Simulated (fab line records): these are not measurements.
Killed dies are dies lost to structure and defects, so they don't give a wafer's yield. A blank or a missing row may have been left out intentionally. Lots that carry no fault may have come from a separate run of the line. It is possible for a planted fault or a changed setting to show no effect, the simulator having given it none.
Which of the tools did it? | flow sky130 | 10 lots with 29 wafers sampled at 6 steps, on a route of 708 steps

WHAT THE GAUGES SHOWED, per wafer
SKY_VIA1_CD_MEAS_12: the cd target is 150 nm.
lot  | measured     | on        | cd nm (nm)
L742 | day 34 07:56 | cd sem-02 | 149.8 148.2 149.4
L743 | day 34 14:19 | cd sem-01 | 150.2 150.6 150.3
L744 | day 34 17:55 | cd sem-02 | 148.9 149.0 149.1
L750 | day 36 12:58 | cd sem-02 | 149.3 149.6 150.0
L752 | day 37 06:49 | cd sem-02 | 150.8 149.5 151.6
L754 | day 37 23:32 | cd sem-02 | 149.3 147.5 149.6
L755 | day 38 06:32 | cd sem-02 | 149.7 152.0 151.4
L762 | day 40 08:37 | cd sem-02 | 150.3 149.1 151.2
L763 | day 40 13:35 | cd sem-01 | 150.0 149.9
L765 | day 40 21:17 | cd sem-02 | 149.8 149.0 150.7

SKY_CAP2M_RS_MEAS_03: uses a four-point probe to measure.
lot  | measured     | on            | CAP2M_TIN_RS (ohm/sq)
L742 | day 40 00:49 | film metro-01 | 6.91 6.88 6.86
L743 | day 40 08:54 | film metro-04 | 7.10 6.90 7.03
L744 | day 40 10:08 | film metro-04 | 6.92 6.89 6.85
L750 | day 42 03:40 | film metro-04 | 6.91 6.90 6.86
L752 | day 42 19:10 | film metro-04 | 6.95 6.91 6.94
L754 | day 43 08:49 | film metro-03 | 6.96 6.94 6.88
L755 | day 43 13:44 | film metro-04 | 6.81 6.90 6.85
L762 | day 45 11:46 | film metro-04 | 6.87 6.87 6.87
L763 | day 45 16:03 | film metro-01 | 7.19 7.21
L765 | day 46 00:04 | film metro-04 | 7.29 7.31 7.35

SKY_CAP2M_THK_MEAS_04: measures by xrf.
lot  | measured     | on            | CAP2M_TIN_THK (nm)
L742 | day 40 00:55 | film metro-01 | 201.6 201.7 201.6
L743 | day 40 09:00 | film metro-04 | 195.0 201.3 196.7
L744 | day 40 10:15 | film metro-04 | 202.0 200.6 202.0
L750 | day 42 03:47 | film metro-04 | 201.3 201.9 202.5
L752 | day 42 19:17 | film metro-04 | 200.2 201.4 201.4
L754 | day 43 08:56 | film metro-03 | 197.5 198.5 200.1
L755 | day 43 13:51 | film metro-04 | 202.0 200.9 201.7
L762 | day 45 11:53 | film metro-04 | 200.7 201.3 201.7
L763 | day 45 16:10 | film metro-01 | 193.7 193.4
L765 | day 46 00:10 | film metro-04 | 189.1 190.0 188.6

TOOL THAT RAN EACH LOT (tool first, then ch and the chambers of the sampled wafers, then the start)
lot  | SKY_METAL3_ETCH_16                | SKY_METAL4_SPUTTER_01        | SKY_CAP2M_SPUTTER_02
L742 | rie metal-02 ch 0, day 38 20:55   | pvd sputter-01, day 40 00:28 | pvd sputter-03, day 40 00:41
L743 | rie metal-04 ch 0,1, day 39 04:11 | pvd sputter-02, day 40 08:32 | pvd sputter-01, day 40 08:45
L744 | rie metal-04 ch 0,1, day 39 06:46 | pvd sputter-04, day 40 09:49 | pvd sputter-02, day 40 10:01
L750 | rie metal-01 ch 0, day 41 00:25   | pvd sputter-01, day 42 03:19 | pvd sputter-03, day 42 03:34
L752 | rie metal-04 ch 0,1, day 41 16:34 | pvd sputter-04, day 42 18:50 | pvd sputter-02, day 42 19:04
L754 | rie metal-02 ch 0,1, day 42 07:10 | pvd sputter-01, day 43 08:28 | pvd sputter-02, day 43 08:41
L755 | rie metal-04 ch 0,1, day 42 11:55 | pvd sputter-01, day 43 13:24 | pvd sputter-03, day 43 13:37
L762 | rie metal-04 ch 0,1, day 44 10:31 | pvd sputter-02, day 45 11:26 | pvd sputter-01, day 45 11:39
L763 | rie metal-04 ch 0, day 44 15:01   | pvd sputter-04, day 45 15:43 | pvd sputter-03, day 45 15:55
L765 | rie metal-02 ch 0,1, day 44 23:16 | pvd sputter-04, day 45 23:43 | pvd sputter-03, day 45 23:56
- SKY_METAL3_ETCH_16: etches BARC in N2/H2, stops on SiO2, time 88.2 s, target depth 60 nm.
- SKY_METAL4_SPUTTER_01: material TiN, target thk 20 nm, time 16.7 s.
- SKY_CAP2M_SPUTTER_02: material TiN, target thk 200 nm, time 166.7 s.

AS READ BY THE TOOLS THEMSELVES (means over the sampled wafers that have a number; for cases with no such wafer, the mark the record gives instead)
SKY_METAL3_ETCH_16.
lot  | tool         | drypump motor current A (A) | oes product au (a.u.) | throttle valve pct (%)
L742 | rie metal-02 | 5.8                         | 0.627                 | 13.198
L743 | rie metal-04 | 6.1                         | 0.626                 | 13.212
L744 | rie metal-04 | 5.8                         | 0.626                 | 13.201
L750 | rie metal-01 | 6.2                         | 0.627                 | 13.215
L752 | rie metal-04 | 5.8                         | 0.624                 | 13.194
L754 | rie metal-02 | 5.9                         | 0.622                 | 13.205
L755 | rie metal-04 | 6.1                         | 0.618                 | 13.211
L762 | rie metal-04 | 6.1                         | 0.621                 | 13.210
L763 | rie metal-04 | 6.4                         | 0.621                 | 13.198
L765 | rie metal-02 | 6.1                         | 0.624                 | 13.215

SKY_METAL4_SPUTTER_01.
lot  | tool           | cathode dc power W (W) | throttle valve pct (%)
L742 | pvd sputter-01 | 6500.0                 | 29.4
L743 | pvd sputter-02 | 6499.0                 | 30.5
L744 | pvd sputter-04 | 6500.6                 | 30.3
L750 | pvd sputter-01 | 6500.1                 | 30.6
L752 | pvd sputter-04 | 6500.0                 | 29.9
L754 | pvd sputter-01 | 6498.4                 | 30.6
L755 | pvd sputter-01 | 6499.9                 | 31.0
L762 | pvd sputter-02 | 6499.4                 | 30.4
L763 | pvd sputter-04 | 6499.2                 | 29.8
L765 | pvd sputter-04 | 6500.4                 | 30.1

SKY_CAP2M_SPUTTER_02.
lot  | tool           | cathode dc power W (W) | throttle valve pct (%)
L742 | pvd sputter-03 | 6500.9                 | 30.0
L743 | pvd sputter-01 | 6498.6                 | 30.2
L744 | pvd sputter-02 | 6500.8                 | 30.6
L750 | pvd sputter-03 | 6499.9                 | 31.4
L752 | pvd sputter-02 | 6499.5                 | 30.4
L754 | pvd sputter-02 | 6499.8                 | 30.9
L755 | pvd sputter-03 | 6500.7                 | 30.6
L762 | pvd sputter-01 | 6500.1                 | 29.8
L763 | pvd sputter-03 | 6181.8                 | 30.5
L765 | pvd sputter-03 | 6181.7                 | 30.2

THE ANSWER, worked out from the rows above alone
Rule: what is usual is taken from the lots themselves. Put in order of their means at a reading, lots are off if they are a third of the lots or fewer, leave a main group of 4 or more, and stand apart from it by a gap of 3 or more times the standard deviation of the main group's means; of several such gaps the widest counts. A main group is skipped when, at the precision printed for the reading in the tables above, its means are all equal. Also off: a lot with no number at a reading for which 4 or more lots have one. All remaining lots with rows at the step are treated as sound. After the gauges, taken in route order, come the tools' own readings; for these a lot's mean is taken, as printed above. The first step at which some lot is off is used, and at that step the reading that is off furthest; a lot without a number counts as furthest.
Off: L763, L765, at SKY_CAP2M_RS_MEAS_03 (CAP2M_TIN_RS). The main group has a mean of 6.91 ohm/sq with a standard deviation of 0.046.
If a tool, at a process step before that reading, ran all the lots that are off and no sound lot after the first of them, it fits. The gauges at SKY_CAP2M_RS_MEAS_03 aren't tried: what is off there is off at SKY_CAP2M_SPUTTER_02 too, on other tools, and a gauge's error can't cause that. Undecided on this evidence; 2 tools fit (pvd sputter-04 at SKY_METAL4_SPUTTER_01, pvd sputter-03 at SKY_CAP2M_SPUTTER_02).

WHAT HAD BEEN PUT IN BY THE SIMULATOR
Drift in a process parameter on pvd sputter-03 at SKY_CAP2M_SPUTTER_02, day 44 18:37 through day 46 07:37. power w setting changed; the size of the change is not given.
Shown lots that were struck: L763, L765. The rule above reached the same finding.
